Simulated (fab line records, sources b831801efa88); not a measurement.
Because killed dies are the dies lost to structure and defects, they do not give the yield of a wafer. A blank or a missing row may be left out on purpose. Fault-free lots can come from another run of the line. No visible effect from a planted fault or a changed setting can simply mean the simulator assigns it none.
fab line records    flow sky130
record: lots: 14  wafers: 42  lastDay: 50
route steps=708 shown METAL4@599 CAP2M@606
lots with no fault: from the same line, run without faults
startH: hours from the record's opening day to when the first of the lot's shown wafers began    waitH: how many hours have passed since the lot's step before this one    " same as the row above    L1.1+2: one row covering several wafers at once    - no value, or no start given    * or withheld: withheld    < > ~ a bound
route shown NAME@n: NAME is a module with steps in the file, n the number in the route of the first one    usual: mean/standard deviation of fault-free wafers    same: alike in all rows    chamber/n: place in a boat    sites: each site's reading    _std_site: the values' standard deviation    _edge_site: outer sites' mean less inner sites'    radiusMm: how far each site lies from the wafer's centre    mask NAME#n: copy n    behind: the most recent tool/chamber to have shaped the wafer    hold: what put the lot on hold/how long, in hours/how the hold closed    device: names the non-switching transistor (n, p or np)    end of line: the same wafers' tests at the end of the route    a step with no rows: only its recipe    killed: at the first sort, the dies lost to defects and structure; wafer yield is something else    map: shows each die of a wafer: x if killed, . if not, _ if none is there
set.NAME: the run value of the setting; set.NAME@STEP: its run value at that earlier step    model.NAME: the simulator's own value behind a step, which no gauge read
one table for each step of the route and one row for each wafer, over a sample of lots
services: the hour from which a tool's chamber was out of use, counted from the record's first day as startH (under 0 if before that day), plus the number of hours and why
== steps ==
step: SKY_METAL4_SPUTTER_01
recipe: material: TiN  targetThkNm: 20  powerW: 6500  timeS: 16.7  chamberPressurePa: 0.4
usual: throttleValvePct: 30.2/1.1
lot.wafer  tool           chamber  startH   waitH  throttleValvePct
L954.1     pvdSputter-04  -        923.76   0.0    32.1
L954.4     "              -        "        "      30.0
L954.6     "              -        "        "      30.9
L955.3     pvdSputter-02  -        936.21   0.0    31.9
L955.5     "              -        "        "      29.7
L955.6     "              -        "        "      32.0
L956.1     pvdSputter-04  -        943.48   0.0    30.0
L956.2     "              -        "        "      30.8
L956.4     "              -        "        "      30.0
L957.1     pvdSputter-02  -        949.00   0.0    31.9
L957.4     "              -        "        "      29.5
L957.5     "              -        "        "      29.4
L958.1     pvdSputter-02  -        963.15   0.0    32.0
L958.2     "              -        "        "      29.5
L958.6     "              -        "        "      29.5
L959.1     pvdSputter-04  -        967.15   0.0    29.7
L959.3     "              -        "        "      30.0
L959.4     "              -        "        "      32.1
L960.1     pvdSputter-03  -        969.40   0.0    29.7
L960.5     "              -        "        "      28.3
L960.6     "              -        "        "      29.5
L963.1     pvdSputter-04  -        996.96   0.0    32.3
L963.3     "              -        "        "      30.7
L963.6     "              -        "        "      31.9
L964.2     pvdSputter-02  -        999.83   0.0    32.1
L964.3     "              -        "        "      29.6
L964.4     "              -        "        "      29.4
L972.1     pvdSputter-02  -        1051.90  0.0    32.0
L972.5     "              -        "        "      29.6
L972.6     "              -        "        "      31.9
L973.1     pvdSputter-03  -        1055.25  0.0    29.7
L973.5     "              -        "        "      29.1
L973.6     "              -        "        "      29.7
L975.2     pvdSputter-04  -        1067.53  0.0    29.9
L975.3     "              -        "        "      30.8
L975.4     "              -        "        "      32.3
L976.3     pvdSputter-02  -        1074.54  0.0    31.8
L976.4     "              -        "        "      29.4
L976.5     "              -        "        "      29.7
L977.2     pvdSputter-02  -        1081.22  0.0    29.3
L977.3     "              -        "        "      32.0
L977.6     "              -        "        "      29.7
step: SKY_METAL4_SPUTTER_02
recipe: material: AlCu  targetThkNm: 735  powerW: 10600  timeS: 39.1  chamberPressurePa: 0.4
usual: throttleValvePct: 30.2/1.1
lot.wafer  tool           chamber  startH   waitH  throttleValvePct
L954.1     pvdSputter-04  -        923.78   0.0    32.3
L954.4     "              -        "        "      30.3
L954.6     "              -        "        "      30.8
L955.3     pvdSputter-02  -        936.24   0.0    31.9
L955.5     "              -        "        "      29.7
L955.6     "              -        "        "      32.0
L956.1     pvdSputter-04  -        943.50   0.0    30.3
L956.2     "              -        "        "      30.9
L956.4     "              -        "        "      30.3
L957.1     pvdSputter-02  -        949.02   0.0    32.0
L957.4     "              -        "        "      29.5
L957.5     "              -        "        "      29.4
L958.1     pvdSputter-02  -        963.18   0.0    32.3
L958.2     "              -        "        "      29.5
L958.6     "              -        "        "      29.5
L959.1     pvdSputter-04  -        967.18   0.0    30.3
L959.3     "              -        "        "      30.0
L959.4     "              -        "        "      32.1
L960.1     pvdSputter-03  -        969.43   0.0    29.6
L960.5     "              -        "        "      28.6
L960.6     "              -        "        "      29.6
L963.1     pvdSputter-04  -        996.99   0.0    32.0
L963.3     "              -        "        "      30.8
L963.6     "              -        "        "      32.2
L964.2     pvdSputter-02  -        999.85   0.0    32.0
L964.3     "              -        "        "      29.6
L964.4     "              -        "        "      29.3
L972.1     pvdSputter-02  -        1051.92  0.0    32.1
L972.5     "              -        "        "      29.5
L972.6     "              -        "        "      31.7
L973.1     pvdSputter-03  -        1055.28  0.0    29.4
L973.5     "              -        "        "      28.9
L973.6     "              -        "        "      29.5
L975.2     pvdSputter-04  -        1067.56  0.0    30.1
L975.3     "              -        "        "      30.8
L975.4     "              -        "        "      32.2
L976.3     pvdSputter-02  -        1074.56  0.0    31.8
L976.4     "              -        "        "      29.4
L976.5     "              -        "        "      29.8
L977.2     pvdSputter-02  -        1081.25  0.0    29.6
L977.3     "              -        "        "      31.9
L977.6     "              -        "        "      29.7
step: SKY_CAP2M_RS_MEAS_03
recipe: thkMeasGauge: four-point-probe  reads: TiN_of_CAP2M_SPUTTER_02
usual: CAP2M_TIN_RS: 6.90/0.074
lot.wafer  tool          chamber  startH   waitH  CAP2M_TIN_RS[ohm/sq]
L954.1     filmMetro-02  -        924.09   0.1    6.94
L954.4     "             -        "        "      6.96
L954.6     "             -        "        "      6.92
L955.3     filmMetro-01  -        936.58   0.1    6.89
L955.5     "             -        "        "      6.90
L955.6     "             -        "        "      6.81
L956.1     filmMetro-03  -        943.80   0.1    6.87
L956.2     "             -        "        "      6.94
L956.4     "             -        "        "      6.84
L957.1     filmMetro-02  -        949.32   0.1    6.81
L957.4     "             -        "        "      6.87
L957.5     "             -        "        "      6.83
L958.1     filmMetro-01  -        963.53   0.1    6.87
L958.2     "             -        "        "      6.93
L958.6     "             -        "        "      6.93
L959.1     filmMetro-01  -        967.48   0.1    6.92
L959.3     "             -        "        "      6.90
L959.4     "             -        "        "      6.93
L960.1     filmMetro-01  -        969.73   0.1    7.10
L960.5     "             -        "        "      7.06
L960.6     "             -        "        "      7.07
L963.1     filmMetro-01  -        997.28   0.1    6.85
L963.3     "             -        "        "      6.92
L963.6     "             -        "        "      6.91
L964.2     filmMetro-01  -        1000.17  0.1    6.99
L964.3     "             -        "        "      6.94
L964.4     "             -        "        "      7.04
L972.1     filmMetro-03  -        1052.22  0.1    6.86
L972.5     "             -        "        "      6.86
L972.6     "             -        "        "      6.88
L973.1     filmMetro-01  -        1055.57  0.1    6.89
L973.5     "             -        "        "      6.90
L973.6     "             -        "        "      6.91
L975.2     filmMetro-02  -        1067.88  0.1    6.93
L975.3     "             -        "        "      6.86
L975.4     "             -        "        "      6.91
L976.3     filmMetro-03  -        1074.90  0.1    6.87
L976.4     "             -        "        "      6.83
L976.5     "             -        "        "      6.94
L977.2     filmMetro-02  -        1081.58  0.1    6.97
L977.3     "             -        "        "      7.02
L977.6     "             -        "        "      6.96
step: SKY_METAL4_METAL_ETCH_18
recipe: targetDepthA: 8450  stopOn: SiO2  overEtchFrac: 0.3  timeS: 183.1  chemistry: Cl2/BCl3  resistSidewallDeg: 88  pressureMtorr: 10  icpW: 900  biasW: 48.5  Cl2_flow_sccm: 60  bcl3FlowSccm: 30
usual: bcl3FlowSccm: 30.00/0.091  drypumpMotorCurrentA: 5.7/0.35  oesProductAu: 0.866/0.0062  rfFwdPowerW: 896/3  throttleValvePct: 22.264/0.0084
lot.wafer  tool         chamber  startH   waitH  bcl3FlowSccm  drypumpMotorCurrentA  oesProductAu  rfFwdPowerW  rfHoursCounterH  throttleValvePct
L954.1     rieMetal-03  0        973.08   0.0    29.93         5.7                   0.859         896          17               22.264
L954.4     "            1        "        "      29.99         6.3                   0.868         894          -                22.255
L954.6     "            0        "        "      30.10         5.7                   0.874         898          -                22.264
L955.3     rieMetal-03  0        985.71   0.1    30.02         5.7                   0.858         889          -                22.263
L955.5     "            1        "        "      30.04         6.2                   0.868         897          -                22.269
L955.6     "            0        "        "      30.08         5.7                   0.867         891          -                22.263
L956.1     rieMetal-04  0        992.63   0.0    29.95         5.8                   0.871         897          11               22.270
L956.2     "            1        "        "      29.92         5.4                   0.867         897          9                22.274
L956.4     "            0        "        "      29.90         5.7                   0.864         896          -                22.261
L957.1     rieMetal-04  1        997.97   0.0    30.11         5.4                   0.867         897          10               22.260
L957.4     "            1        "        "      30.10         5.4                   0.861         898          -                22.275
L957.5     "            0        "        "      30.14         5.7                   0.874         897          -                22.268
L958.1     rieMetal-04  1        1011.88  0.0    30.02         5.4                   0.863         893          10               22.267
L958.2     "            0        "        "      30.09         5.7                   0.857         896          12               22.262
L958.6     "            0        "        "      30.12         5.7                   0.871         896          -                22.270
L959.1     rieMetal-03  1        1015.98  0.0    29.88         6.2                   0.856         897          6                22.257
L959.3     "            1        "        "      30.01         6.2                   0.865         897          -                22.262
L959.4     "            1        "        "      29.88         6.2                   0.864         896          -                22.268
L960.1     rieMetal-03  1        1017.77  0.0    30.03         6.2                   0.879         893          7                22.260
L960.5     "            1        "        "      30.05         6.2                   0.869         897          -                22.266
L960.6     "            1        "        "      29.97         6.3                   0.867         891          -                22.261
L963.1     rieMetal-02  1        1043.97  0.0    30.09         5.6                   0.854         893          14               22.251
L963.3     "            0        "        "      30.04         5.1                   0.870         897          -                22.260
L963.6     "            0        "        "      29.96         5.2                   0.863         895          -                22.271
L964.2     rieMetal-04  1        1046.29  0.0    30.06         5.4                   0.864         890          13               22.270
L964.3     "            0        "        "      30.08         5.7                   0.863         901          -                22.291
L964.4     "            1        "        "      29.96         5.4                   0.865         895          -                22.266
L972.1     rieMetal-04  1        1094.94  0.0    29.99         5.4                   0.870         897          16               22.256
L972.5     "            0        "        "      30.04         5.7                   0.753         898          -                22.263
L972.6     "            1        "        "      30.23         5.4                   0.760         893          -                22.256
L973.1     rieMetal-04  1        1098.12  0.0    29.97         5.4                   0.868         890          17               22.257
L973.5     "            0        "        "      29.94         5.7                   0.761         897          -                22.283
L973.6     "            1        "        "      30.01         5.4                   0.769         894          -                22.275
L975.2     rieMetal-03  1        1109.49  0.0    30.21         6.3                   0.857         892          13               22.267
L975.3     "            0        "        "      29.97         5.7                   0.871         895          -                22.265
L975.4     "            1        "        "      30.06         6.3                   0.858         897          -                22.271
L976.3     rieMetal-03  1        1116.09  0.1    30.02         6.3                   0.867         895          -                22.259
L976.4     "            0        "        "      29.93         5.7                   0.869         897          -                22.270
L976.5     "            1        "        "      29.94         6.3                   0.853         902          -                22.267
L977.2     rieMetal-02  0        1122.80  0.1    29.93         5.2                   0.873         898          -                22.268
L977.3     "            0        "        "      29.95         5.1                   0.870         894          -                22.249
L977.6     "            0        "        "      30.01         5.1                   0.857         898          -                22.264
step: SKY_METAL4_STRIP_19
recipe: chemistry: O2/N2  powerW: 1400  pressureMtorr: 1500  platenTempC: withheld  o2FlowSccm: 3000  n2FlowSccm: 300  overashFraction: 0.5
usual: drypumpMotorCurrentA: 5.84/0.17  oesProductAu: 0.503/0.0055  stripTimeToEndpointS: 6.56/0.082
lot.wafer  tool            chamber  startH   waitH  drypumpMotorCurrentA  oesProductAu  rfHoursCounterH  stripTimeToEndpointS
L954.1     plasmaAsher-01  0        973.26   0.1    5.94                  0.501         87               6.57
L954.4     "               0        "        "      5.94                  0.498         -                6.59
L954.6     "               1        "        "      5.93                  0.492         -                6.56
L955.3     plasmaAsher-01  1        985.86   0.1    5.90                  0.508         -                6.52
L955.5     "               0        "        "      5.91                  0.498         -                6.58
L955.6     "               1        "        "      5.90                  0.496         -                6.54
L956.1     plasmaAsher-02  0        992.80   0.1    5.99                  0.511         115              6.72
L956.2     "               1        "        "      5.59                  0.499         115              6.54
L956.4     "               1        "        "      5.58                  0.516         -                6.79
L957.1     plasmaAsher-03  0        998.15   0.1    5.97                  0.505         55               6.46
L957.4     "               0        "        "      5.98                  0.495         -                6.51
L957.5     "               0        "        "      5.97                  0.501         -                6.63
L958.1     plasmaAsher-01  1        1012.06  0.1    5.92                  0.502         91               6.46
L958.2     "               0        "        "      5.93                  0.507         91               6.63
L958.6     "               0        "        "      5.92                  0.506         -                6.61
L959.1     plasmaAsher-02  0        1016.33  0.3    6.02                  0.497         117              6.56
L959.3     "               0        "        "      6.00                  0.495         -                6.52
L959.4     "               1        "        "      5.56                  0.505         -                6.56
L960.1     plasmaAsher-02  1        1018.13  0.3    5.54                  0.496         118              6.49
L960.5     "               1        "        "      5.56                  0.500         -                6.55
L960.6     "               0        "        "      6.00                  0.510         -                6.57
L963.1     plasmaAsher-02  0        1044.15  0.1    6.01                  0.515         120              6.72
L963.3     "               1        "        "      5.59                  0.503         -                6.50
L963.6     "               1        "        "      5.56                  0.502         -                6.45
L964.2     plasmaAsher-02  0        1046.47  0.1    6.00                  0.508         120              6.54
L964.3     "               1        "        "      5.56                  0.509         -                6.71
L964.4     "               0        "        "      6.02                  0.497         -                6.55
L972.1     plasmaAsher-01  1        1095.12  0.1    5.93                  0.509         99               6.54
L972.5     "               0        "        "      5.92                  0.581         -                8.64
L972.6     "               1        "        "      5.92                  0.594         -                8.53
L973.1     plasmaAsher-01  0        1098.30  0.1    5.93                  0.494         100              6.46
L973.5     "               1        "        "      5.93                  0.588         -                8.62
L973.6     "               0        "        "      5.93                  0.592         -                8.51
L975.2     plasmaAsher-03  1        1109.67  0.1    5.66                  0.497         66               6.45
L975.3     "               0        "        "      5.99                  0.507         -                6.47
L975.4     "               1        "        "      5.64                  0.495         -                6.42
L976.3     plasmaAsher-03  1        1116.24  0.1    5.65                  0.504         -                6.46
L976.4     "               0        "        "      5.97                  0.502         -                6.53
L976.5     "               0        "        "      5.98                  0.497         -                6.50
L977.2     plasmaAsher-02  0        1123.10  0.2    5.99                  0.494         5                6.49
L977.3     "               0        "        "      5.98                  0.500         -                6.41
L977.6     "               1        "        "      5.58                  0.500         -                6.49
== services ==
tool            chamber  startH   hours  kind
rieMetal-04     0        901.40   2.6    repair
rieMetal-04     1        919.18   1.1    repair
rieMetal-03     0        944.44   4.7    repair
pvdSputter-02   3        964.39   -      consumableReplace:kit
pvdSputter-02   3        964.39   18.0   scheduledDown
pvdSputter-02   3        964.39   18.0   ventCycle
pvdSputter-03   -        964.99   3.3    repair
pvdSputter-04   -        970.30   1.8    repair
pvdSputter-02   -        994.26   3.7    repair
rieMetal-02     1        996.22   2.9    repair
rieMetal-03     -        1004.13  2.8    pm
pvdSputter-04   -        1020.62  3.2    repair
pvdSputter-04   2        1024.28  -      consumableReplace:kit
pvdSputter-04   2        1024.28  18.0   scheduledDown
pvdSputter-03   -        1024.61  1.7    repair
plasmaAsher-02  -        1055.25  9.0    pm
plasmaAsher-03  -        1058.40  7.3    repair
plasmaAsher-01  -        1073.37  6.3    repair
pvdSputter-02   2        1079.86  -      consumableReplace:kit
pvdSputter-02   2        1079.86  18.0   scheduledDown
pvdSputter-02   2        1079.86  18.0   ventCycle
plasmaAsher-02  -        1096.15  5.8    repair
plasmaAsher-01  -        1104.59  0.6    repair
rieMetal-02     1        1117.54  6.2    repair
== key ==
firstSign: step: SKY_METAL4_METAL_ETCH_18  reading: oesProductAu  direction: down  sigmas: 17  usual: 0.866  struck: 0.761
effect: step: SKY_METAL4_STRIP_19  reading: stripTimeToEndpointS  direction: up  sigmas: 25  usual: *  struck: *
metAt SKY_METAL4_METAL_ETCH_18
struckLots L972,L973
struckWafers L972.5,L972.6,L973.5,L973.6
laterRowsLeftOut L972.5,L972.6,L973.5,L973.6
sortLeftOut L972.5,L972.6,L973.5,L973.6
notActingAt SKY_METAL4_SPUTTER_01,SKY_METAL4_SPUTTER_02,SKY_CAP2M_RS_MEAS_03
onsetBetween 1046.29 1094.94
fault: kind: processParameterDrift  tool: rieMetal-04  chamber: -  onsetH: 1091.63  steps: SKY_METAL4_METAL_ETCH_18  channel: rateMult  offset: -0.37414  shape: step  endH: 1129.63  scope: struckWafersOnly
sortLeftOut: the simulated sort isn't trusted on such a fault, so these wafers' sort isn't shown, and their yield isn't known
laterRowsLeftOut: the simulator's readings of these wafers behind a module that went badly wrong aren't trusted and aren't shown, but for the sort
